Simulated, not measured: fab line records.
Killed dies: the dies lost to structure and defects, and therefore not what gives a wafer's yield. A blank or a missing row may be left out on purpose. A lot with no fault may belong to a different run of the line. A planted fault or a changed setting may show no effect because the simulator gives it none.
Which tool did it? ; flow sky130 ; 11 lots with 33 wafers sampled at 4 steps, on a route of 708 steps

## WHAT EACH GAUGE READ, for each wafer
The record holds no reading of a measuring or inspecting step that can be judged against a usual standard deviation.

## TOOL THAT RAN EACH LOT (tool first, then ch and the chambers of the sampled wafers, then the start)
lot;SKY_LI_CONTACT_ETCH_14;SKY_LI_CONTACT_CMP_24;SKY_LOCAL_INTERCONNECT_ETCH_13;SKY_CONTACT_STRIP_19
L138;rie-diel-01 ch 1,2,3, day 30 09:10;cmp-01 ch 0,3, day 30 10:02;rie-metal-03 ch 0,1, day 31 14:49;plasma-asher-03 ch 0,1, day 32 21:44
L139;rie-diel-01 ch 1,2, day 30 13:46;cmp-01 ch 1,2,3, day 30 14:53;rie-metal-02 ch 0,1, day 31 19:59;plasma-asher-01 ch 0,1, day 33 01:38
L142;rie-diel-04 ch 0,1, day 31 17:03;cmp-02 ch 0,1, day 31 17:58;rie-metal-02 ch 0,1, day 32 23:20;plasma-asher-01 ch 0,1, day 34 05:02
L146;rie-diel-04 ch 0,1,2, day 33 00:10;cmp-02 ch 1,3, day 33 01:02;rie-metal-03 ch 0, day 34 05:14;plasma-asher-02 ch 0,1, day 35 11:00
L148;rie-diel-03 ch 1,2,3, day 33 11:19;cmp-02 ch 1,2,3, day 33 12:11;rie-metal-03 ch 0, day 34 16:03;plasma-asher-01 ch 0,1, day 35 21:29
L152;rie-diel-03 ch 0,1, day 34 13:58;cmp-02 ch 1,2, day 34 15:03;rie-metal-04 ch 0,1, day 35 18:30;plasma-asher-02 ch 0,1, day 36 23:06
L157;rie-diel-03 ch 0,1,2, day 36 09:40;cmp-01 ch 0,1,2, day 36 10:33;rie-metal-04 ch 0,1, day 37 12:22;plasma-asher-03 ch 0,1, day 38 16:00
L158;rie-diel-01 ch 1,2,3, day 36 13:25;cmp-02 ch 1,2,3, day 36 14:26;rie-metal-02 ch 0,1, day 37 16:50;plasma-asher-02 ch 0,1, day 38 20:53
L159;rie-diel-01 ch 0,1, day 37 03:19;cmp-01 ch 0,3, day 37 04:13;rie-metal-04 ch 0,1, day 38 06:48;plasma-asher-03 ch 0,1, day 39 11:21
L160;rie-diel-03 ch 0,1,3, day 37 04:06;cmp-02 ch 1,2, day 37 04:58;rie-metal-02 ch 0,1, day 38 08:40;plasma-asher-01 ch 1, day 39 12:13
L161;rie-diel-03 ch 0,1, day 37 14:34;cmp-01 ch 0,1,3, day 37 15:37;rie-metal-02 ch 0,1, day 38 17:42;plasma-asher-01 ch 0,1, day 39 20:36
- SKY_LI_CONTACT_ETCH_14: etches BARC in N2/H2, stops on SiO2, time 45.9 s, target depth 60 nm.
- SKY_LI_CONTACT_CMP_24: polishes, stops on PSG, t overpolish 20 s, target thk 0 nm.
- SKY_LOCAL_INTERCONNECT_ETCH_13: etches BARC in N2/H2, stops on SiO2, time 45.9 s, target depth 60 nm.
- SKY_CONTACT_STRIP_19: strips in O2/N2.

## AS READ BY THE TOOLS THEMSELVES (means over the sampled wafers that have a number; for cases with no such wafer, the mark the record gives instead)
SKY_LI_CONTACT_ETCH_14. Usual: chamber-pressure-mTorr 30.001 mTorr, standard deviation 0.026; drypump-motor-current-A 5.7 A, standard deviation 0.46; oes-product-au 0.855 a.u., standard deviation 0.0048; run-length-s 74.1 s, standard deviation 0.43; throttle-valve-pct 13.225 %, standard deviation 0.0093.
lot;tool;chamber-pressure-mTorr (mTorr);drypump-motor-current-A (A);oes-product-au (a.u.);run-length-s (s);throttle-valve-pct (%);flag
L138;rie-diel-01;29.998;5.4;0.853;74.1;13.226;
L139;rie-diel-01;30.017;5.1;0.854;73.8;13.227;
L142;rie-diel-04;29.985;5.7;0.854;74.6;13.228;
L146;rie-diel-04;29.984;5.5;0.851;74.5;13.233;
L148;rie-diel-03;29.999;5.5;0.856;74.3;13.229;
L152;rie-diel-03;29.994;6.4;0.859;73.9;13.218;
L157;rie-diel-03;30.001;6.0;0.857;74.2;13.225;
L158;rie-diel-01;29.995;5.4;0.855;74.3;13.223;
L159;rie-diel-01;30.015;5.5;0.852;73.6;13.219;
L160;rie-diel-03;30.019;6.0;0.861;74.0;13.228;
L161;rie-diel-03;29.996;6.4;0.852;73.9;13.220;

SKY_LI_CONTACT_CMP_24. Usual: motor-current-A 10.9 A, standard deviation 1.1; overpolish-run-s 20.001 s, standard deviation 0.0083; time-to-endpoint-s 96 s, standard deviation 3.6.
lot;tool;motor-current-A (A);overpolish-run-s (s);time-to-endpoint-s (s);flag
L138;cmp-01;10.9;20.002;98;
L139;cmp-01;11.2;19.991;100;
L142;cmp-02;10.3;20.006;96;
L146;cmp-02;10.2;20.000;90;
L148;cmp-02;11.5;19.996;92;
L152;cmp-02;11.0;20.002;97;
L157;cmp-01;9.9;20.002;97;
L158;cmp-02;11.4;19.997;97;
L159;cmp-01;9.8;19.999;102;
L160;cmp-02;11.8;20.000;97;
L161;cmp-01;10.8;19.999;98;

SKY_LOCAL_INTERCONNECT_ETCH_13. Usual: chamber-pressure-mTorr 30.000 mTorr, standard deviation 0.027; drypump-motor-current-A 5.6 A, standard deviation 0.41; oes-product-au 0.855 a.u., standard deviation 0.0044; run-length-s 74.3 s, standard deviation 0.34; throttle-valve-pct 13.225 %, standard deviation 0.0099.
lot;tool;chamber-pressure-mTorr (mTorr);drypump-motor-current-A (A);oes-product-au (a.u.);run-length-s (s);throttle-valve-pct (%);flag
L138;rie-metal-03;30.019;5.6;0.855;74.1;13.221;
L139;rie-metal-02;30.009;5.5;0.856;74.2;13.216;
L142;rie-metal-02;30.003;5.4;0.856;74.2;13.229;
L146;rie-metal-03;30.006;5.9;0.891;72.3;13.230;OFF
L148;rie-metal-03;29.970;5.9;0.887;71.9;13.231;OFF
L152;rie-metal-04;30.014;5.8;0.854;74.7;13.228;
L157;rie-metal-04;30.022;6.1;0.854;74.2;13.223;
L158;rie-metal-02;30.005;5.5;0.852;73.9;13.219;
L159;rie-metal-04;30.000;5.8;0.853;74.3;13.215;
L160;rie-metal-02;30.006;5.5;0.855;74.2;13.225;
L161;rie-metal-02;29.975;5.4;0.856;74.4;13.230;

SKY_CONTACT_STRIP_19. Usual: chamber-pressure-mTorr 1500.1 mTorr, standard deviation 1.4; drypump-motor-current-A 5.67 A, standard deviation 0.23; oes-product-au 0.381 a.u., standard deviation 0.0051; strip-time-to-endpoint-s 3.613 s, standard deviation 0.029.
lot;tool;chamber-pressure-mTorr (mTorr);drypump-motor-current-A (A);oes-product-au (a.u.);strip-time-to-endpoint-s (s);flag
L138;plasma-asher-03;1499.8;5.65;0.384;3.598;
L139;plasma-asher-01;1499.2;5.68;0.378;3.607;
L142;plasma-asher-01;1500.5;5.63;0.379;3.599;
L146;plasma-asher-02;1500.4;5.89;0.379;3.612;
L148;plasma-asher-01;1500.4;5.62;0.386;3.671;
L152;plasma-asher-02;1500.9;5.78;0.380;3.608;
L157;plasma-asher-03;1499.6;5.59;0.377;3.584;
L158;plasma-asher-02;1500.5;5.90;0.383;3.611;
L159;plasma-asher-03;1501.5;5.42;0.384;3.615;
L160;plasma-asher-01;1499.6;5.72;0.375;3.629;
L161;plasma-asher-01;1500.6;5.62;0.383;3.599;

## THE ANSWER, worked out from the rows above alone
Rule: take the mean of a lot's wafers that have a number; if it is more than 3 standard deviations from the usual mean, the lot is off. Also off: a lot with no number at a reading for which 4 or more lots have one. Any other lot the step has rows for is counted as sound. After the gauges, taken in route order, come the tools' own readings; for these a lot's mean is taken, as printed above. At the first step where some lot is off, the reading lying furthest off is the one used; lots without a number count as furthest.
Off at SKY_LOCAL_INTERCONNECT_ETCH_13 (oes-product-au): L146, L148.
A tool fits if, at that step or a process step before it, it ran every lot that is off, and no sound lot after the first of them. One fits: SKY_LOCAL_INTERCONNECT_ETCH_13 on rie-metal-03. A fault onset in the window from L138 (day 31 14:49, its last sound lot) to L146 (day 34 05:14, its first lot off) fits.
The tool's own readings at SKY_LOCAL_INTERCONNECT_ETCH_13 bear it out: on the lots that are off they differ by more than 5 times the standard deviation of the sound lots' means. oes-product-au reads 0.889 a.u. there against 0.855 a.u. on the sound lots; run-length-s reads 72.1 s there against 74.2 s on the sound lots.

## WHAT WAS PUT IN BY THE SIMULATOR
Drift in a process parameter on rie-metal-03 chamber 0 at SKY_LOCAL_INTERCONNECT_ETCH_13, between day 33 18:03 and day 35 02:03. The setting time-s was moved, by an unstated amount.
Shown lots that were struck: L146, L148. The rule above reached the same finding.
